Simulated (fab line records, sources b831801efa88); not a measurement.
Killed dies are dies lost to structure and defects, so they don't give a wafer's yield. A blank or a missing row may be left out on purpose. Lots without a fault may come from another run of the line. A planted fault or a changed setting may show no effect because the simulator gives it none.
Chamber matching | flow gf180mcu | GF_V4_CMP_04 on cmp-02: 4 sister chambers
The step polishes SiO2. 8 wafers are shown with their chamber, then 12 later ones without.

WAFERS WITH THEIR CHAMBER
wafer  | chamber | motor_current_A (A) | time_to_endpoint_s (s)
L082.1 | 3       | 12.3                | 77
L084.1 | 2       | 11.6                | 75
L085.1 | 0       | 11.3                | 75
L085.3 | 2       | 11.3                | 83
L085.4 | 1       | 10.6                | 90
L086.4 | 1       | 10.4                | 81
L086.5 | 0       | 10.9                | 78
L086.6 | 3       | 12.5                | 75

WAFERS WITHOUT THEIR CHAMBER
wafer  | motor_current_A (A) | time_to_endpoint_s (s)
L088.1 | 11.6                | 79
L088.2 | 12.0                | 80
L088.3 | 10.5                | 83
L092.1 | 11.2                | 77
L092.3 | 10.6                | 83
L092.6 | 12.0                | 87
L093.3 | 10.3                | 81
L093.5 | 12.6                | 87
L093.6 | 10.9                | 83
L097.1 | 11.7                | 77
L097.2 | 9.7                 | 79
L097.4 | 10.0                | 80

WHICH CHAMBER EACH WENT THROUGH
wafer  | from the rows above          | in truth
L088.1 | can't be placed: 2 or 0      | 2
L088.2 | can't be placed: 3 or 2      | 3
L088.3 | 1                            | 1
L092.1 | can't be placed: 0 or 2      | 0
L092.3 | 1                            | 1
L092.6 | can't be placed: 3 or 2 or 0 | 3
L093.3 | 1                            | 1
L093.5 | 3                            | 3
L093.6 | can't be placed: 0 or 1 or 2 | 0
L097.1 | can't be placed: 2 or 0      | 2
L097.2 | 1                            | 1
L097.4 | 1                            | 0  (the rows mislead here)
Placed correctly: 5 of 12. Can't be placed from these rows: 6 (the true chamber is among the candidates in 6). Placed wrongly: 1.
How it was worked out, from the rows above alone: a wafer's distance from a chamber is the root of the sum, over the readings, of the square of ((its reading less the chamber's mean) divided by the reading's scatter). The wafer belongs to the nearest chamber; if the next one is less than 2 further off, it can't be placed. A chamber's mean is the mean of its shown wafers. The scatter: the root of (the sum of the squares of (reading less its chamber's mean) over the shown wafers, divided by (wafers less chambers)).
